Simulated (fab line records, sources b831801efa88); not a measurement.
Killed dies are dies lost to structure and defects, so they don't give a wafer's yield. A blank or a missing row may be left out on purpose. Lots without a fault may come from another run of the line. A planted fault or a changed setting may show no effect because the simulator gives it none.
Chamber matching | flow gf180mcu | GF_V2_CVD_02 on pecvd-02: 3 sister chambers
The step deposits SiO2 from TEOS, target thk 850 nm, time 94.851 s. 6 wafers are shown with their chamber, then 7 later ones without.

WAFERS WITH THEIR CHAMBER
wafer  | chamber | heater_power_outer_w (W) | heater_power_w (W)
L074.5 | 0       | 358                      | 595
L082.2 | 1       | 321                      | 592
L082.4 | 1       | 345                      | 611
L082.6 | 2       | 342                      | 554
L083.3 | 2       | 457                      | 700
L083.5 | 0       | 358                      | 590

WAFERS WITHOUT THEIR CHAMBER
wafer  | heater_power_outer_w (W) | heater_power_w (W)
L083.6 | 329                      | 587
L085.3 | 368                      | 627
L085.5 | 348                      | 616
L085.6 | 429                      | 647
L089.1 | 320                      | 554
L089.2 | 438                      | 696
L089.4 | 461                      | 698

WHICH CHAMBER EACH WENT THROUGH
wafer  | from the rows above          | in truth
L083.6 | can't be placed: 1 or 0 or 2 | 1
L085.3 | can't be placed: 0 or 2 or 1 | 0
L085.5 | can't be placed: 1 or 0 or 2 | 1
L085.6 | can't be placed: 2 or 0 or 1 | 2
L089.1 | can't be placed: 1 or 0 or 2 | 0
L089.2 | can't be placed: 2 or 0 or 1 | 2
L089.4 | can't be placed: 2 or 0 or 1 | 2
Placed correctly: 0 of 7. Can't be placed from these rows: 7 (the true chamber is among the candidates in 7). Placed wrongly: 0.
How it was worked out, from the rows above alone: a wafer's distance from a chamber is the root of the sum, over the readings, of the square of ((its reading less the chamber's mean) divided by the reading's scatter). The wafer belongs to the nearest chamber; if the next one is less than 2 further off, it can't be placed. A chamber's mean is the mean of its shown wafers. The scatter: the root of (the sum of the squares of (reading less its chamber's mean) over the shown wafers, divided by (wafers less chambers)).
